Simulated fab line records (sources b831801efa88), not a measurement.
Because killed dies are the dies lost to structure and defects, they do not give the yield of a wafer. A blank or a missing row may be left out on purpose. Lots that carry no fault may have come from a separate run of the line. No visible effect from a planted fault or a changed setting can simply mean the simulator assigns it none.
Struck lot and sound lot, side by side | flow sky130 | 18 out of 708 route steps
Sound: these wafers, L784.2, L784.3, L784.5. Wafers struck: L795.2, L795.3, L795.6. The cause is named last.
For every step that has rows: the tool of each side, followed by ch and its chambers, followed by its first start. Under that, the readings that differ: sound wafers | struck wafers | difference of the means | sigmas: that difference in standard deviations of wafers without a fault.
alike: a reading whose means differ by less than 2 such deviations, as well as words and numbers matching on both sides. not compared: withheld readings; readings where some wafer has no value; bounds like >300 that might hide an equal value; numbers whose values overlap and for which the record gives no deviation.
Wherever a step has rows on one side only, a row that says differs or no value, or a row with sigmas, the two part there. Non-overlapping numbers with no deviation appear without sigmas and do not part them. A reading missing from all wafers of one side parts the sides only when that side holds two or more wafers.

SKY_METAL1_STRIP_20: strips in O2/N2.
  sound on plasma asher-03 ch 0,1, day 34 03:38; struck on plasma asher-03 ch 0,1, day 37 16:33
  alike: drypump motor current A, oes product au, strip time to endpoint s
  not compared: rf hours counter h
then, 4 steps without rows for these wafers: SKY_METAL1_STRIP_21 (strips in post etch residue remover, time 1200 s); SKY_METAL1_CLEAN_22 (cleans in IPA, time 180 s); SKY_METAL1_CLEAN_23 (cleans in O3/DIW); SKY_VIA1_HDPCVD_00 (deposits SiO2, target thk 1030 nm, time 171.7 s).
SKY_VIA1_THK_MEAS_01:
  sound on film metro-04, day 34 04:22; struck on film metro-02, day 37 17:16
  reading              | sound          | struck         | difference | sigmas
  VIA1_HDPCVD_THK (nm) | 1047 1048 1046 | 1032 1017 1027 | -22        | -2
SKY_VIA1_CMP_02: polishes SiO2.
  sound on cmp-02 ch 2,3, day 34 04:28; struck on cmp-02 ch 2,3, day 37 17:19
  alike: motor current A
SKY_VIA1_BOW_MEAS_03:
  sound on film metro-03, day 34 04:44; struck on film metro-04, day 37 17:38
  alike: VIA1_BOW
then, 4 steps without rows for these wafers: SKY_VIA1_DEHYDRATE_04 (time 60 s); SKY_VIA1_HMDS_05 (prime time 60 s); SKY_VIA1_COAT_06 (resist thk 60 nm); SKY_VIA1_COAT_07 (resist thk 450 nm).
SKY_VIA1_SOFTBAKE_08: time 90 s.
  sound on litho track-01 ch 0, day 34 18:00; struck on litho track-01 ch 0, day 38 06:00
  reading                  | sound               | struck            | difference | sigmas
  heater power total W (W) | 57.38 57.24 57.54   | 54.29 54.25 54.33 | -3.10      | -26
  plate temp C (C)         | 100.03 99.93 100.00 | 96.12 96.19 96.14 | -3.84      | -32
then, 2 steps without rows for these wafers: SKY_VIA1_EXPOSE_09 (exposes mask VIM, target cd 150 nm); SKY_VIA1_PEB_10.
SKY_VIA1_DEVELOP_11: develop time 60 s.
  sound on litho track-01 ch 0; struck on litho track-01 ch 0
  reading                                     | sound             | struck            | difference | sigmas
  model.KrF-thick_of_VIA1_COAT_07.thk nm (nm) | 435.1 434.8 436.5 | 437.5 436.8 436.7 | +1.5       |
SKY_VIA1_CD_MEAS_12: target cd 150 nm.
  sound on cd sem-02, day 35 07:52; struck on cd sem-02, day 38 19:16
  alike: cd nm
-- the record jumps here: 11 days lie between the struck wafers' starts before and after (it left off in module VIA1 and takes up again in module PAD_OPEN, whose first step shown is number 708 of the route) --
SKY_PAD_OPEN_PROBE_99:
  record: rows for the struck wafers here (prober-02, day 49 09:49), none for the sound ones

== WHERE THEY PART ==
First at SKY_VIA1_THK_MEAS_01; last, within this record, at SKY_PAD_OPEN_PROBE_99.

WHY: the cause the simulator had injected
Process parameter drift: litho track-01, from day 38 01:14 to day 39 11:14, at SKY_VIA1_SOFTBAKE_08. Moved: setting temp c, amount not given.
